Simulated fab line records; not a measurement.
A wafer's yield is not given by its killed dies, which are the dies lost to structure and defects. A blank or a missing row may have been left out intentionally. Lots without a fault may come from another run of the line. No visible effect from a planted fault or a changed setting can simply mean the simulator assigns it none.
2 desks looking at one fault ; flow sky130 ; numbers are kept per desk, each desk with only its own; the story behind them comes last

== DESK OF THE TOOL OWNER: litho track-04 ==
The tool's own readings at SKY_VT_ADJUST_LVTN_DEVELOP_06 (develop time 60 s): means of the sampled wafers that have a number, for each lot that ran on this tool. Any lot whose mean is over 4 standard deviations away from the usual mean is out of limits and marked OUT; that distance is given in the brackets.
Columns: A = chill plate temp C at SKY_VT_ADJUST_LVTN_DEVELOP_06, usual 23.01 C; B = resist line temp C at SKY_VT_ADJUST_LVTN_DEVELOP_06, usual 22.99 C
lot;first seen here;A;B
L865;day 8 04:00;22.96;23.05
L877;day 11 15:00;22.88;23.07
L878;day 11 21:00;22.90;22.96
L879;day 12 01:00;23.01;22.97
This desk found nothing out of limits on any of the 4 lots.

== THE METROLOGY DESK ==
What the gauges read, lot by lot, whatever tool the lot ran on: means of the sampled wafers that have a number. Any lot whose mean is over 4 standard deviations away from the usual mean is out of limits and marked OUT; that distance is given in the brackets.
Columns: A = INCOMING_BOW at SKY_FIELD_ISO_BOW_MEAS_00, usual -1 um; B = VT_ADJUST_LVTN_OVL at SKY_VT_ADJUST_LVTN_OVL_MEAS_07, usual 1.1 nm; C = VT_ADJUST_LVTN_TW at SKY_VT_ADJUST_LVTN_TW_MEAS_10, usual 244.8; D = POLY_GATE_OXIDATION_THK at SKY_POLY_GATE_THK_MEAS_21, usual 4.01 nm
lot;first seen here;A;B;C;D
L860;day 1 10:01;-1;0.7;245.0;4.02
L861;day 1 15:04;-1;1.5;245.2;4.00
L862;day 1 20:00;-3;1.7;247.1;4.00
L864;day 2 06:02;5;1.3;244.0;4.04
L865;day 2 11:04;-0;3.1;245.3;4.08
L866;day 2 16:00;-0;2.6;245.5;4.05
L868;day 3 02:02;1;1.8;245.6;4.01
L870;day 3 12:00;5;0.5;245.9;4.00
L873;day 4 03:01;-3;0.5;247.6;3.93
L877;day 4 23:01;-7;1.3;247.9;3.89
L878;day 5 04:03;-6;-;30.7 (-89) OUT;3.94
L879;day 5 09:01;-3;-;30.4 (-89) OUT;4.08
L881;day 5 19:00;-5;1.1;246.0;3.88
L882;day 6 00:00;-0;2.4;245.1;4.02
This desk's finding: out of limits on L878, L879; first on L878, day 11 21:58 (VT_ADJUST_LVTN_TW at SKY_VT_ADJUST_LVTN_TW_MEAS_10). L860, L861, L862, L864, L865, L866, L868, L870, L873, L877, L881, L882: within limits.

== PUT TOGETHER ==
On L878, L879, the metrology desk was in a position to raise an alarm at day 11 21:58.
The tool owner's desk saw nothing out of limits.
Tool owner's desk: L878, L879 on record, inside its limits.
Every lot named ran SKY_VT_ADJUST_LVTN_DEVELOP_06 on litho track-04.

== WHAT THE SIMULATOR HAD INSERTED ==
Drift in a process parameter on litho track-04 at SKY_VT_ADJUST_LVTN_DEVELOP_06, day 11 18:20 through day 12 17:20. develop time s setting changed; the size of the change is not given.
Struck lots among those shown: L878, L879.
Per desk, hours elapsed from the start of the fault to the first reading out of limits: for the metrology desk, 4.
